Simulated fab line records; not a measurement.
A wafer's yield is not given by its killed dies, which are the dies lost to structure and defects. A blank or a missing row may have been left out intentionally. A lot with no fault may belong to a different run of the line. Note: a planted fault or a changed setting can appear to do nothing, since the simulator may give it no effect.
Matching of chambers + flow sky130 + SKY_VIA2_CMP_02 on cmp-01 has 4 sister chambers
The step polishes SiO2. 8 wafers are shown with their chamber, then 7 later ones without.

WAFERS, EACH WITH ITS CHAMBER
| wafer  | chamber | motor_current_A (A) |
|--------|---------|---------------------|
| L074.3 | 1       | 11.9                |
| L076.1 | 1       | 12.1                |
| L076.5 | 2       | 12.5                |
| L088.1 | 3       | 11.4                |
| L088.2 | 0       | 12.0                |
| L088.3 | 2       | 12.7                |
| L083.2 | 0       | 11.7                |
| L083.3 | 3       | 11.3                |

WAFERS WITHOUT THEIR CHAMBER
| wafer  | motor_current_A (A) |
|--------|---------------------|
| L083.5 | 11.7                |
| L094.3 | 12.1                |
| L094.4 | 11.7                |
| L094.5 | 11.0                |
| L095.1 | 11.1                |
| L095.3 | 10.9                |
| L095.5 | 11.7                |

WHICH CHAMBER EACH WENT THROUGH
| wafer  | from the rows above          | in truth                   |
|--------|------------------------------|----------------------------|
| L083.5 | can't be placed: 0 or 1 or 3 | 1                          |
| L094.3 | can't be placed: 1 or 0      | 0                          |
| L094.4 | can't be placed: 0 or 1 or 3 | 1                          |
| L094.5 | 3                            | 3                          |
| L095.1 | 3                            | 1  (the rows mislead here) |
| L095.3 | 3                            | 3                          |
| L095.5 | can't be placed: 0 or 1 or 3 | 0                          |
Placed correctly: 2 of 7. These rows do not allow placing 4 (true chamber among the candidates in 4). 1 placed wrongly.
How it was worked out, from the rows above alone: a wafer's distance from a chamber is the root of the sum, over the readings, of the square of ((its reading less the chamber's mean) divided by the reading's scatter). If the next closest chamber is less than 2 further off than the closest, the wafer can't be placed; otherwise it belongs to the closest. A chamber's mean is the mean of its shown wafers. The scatter: take each reading less its chamber's mean, square it, sum over the shown wafers, divide by the number of wafers less the number of chambers, and take the root.
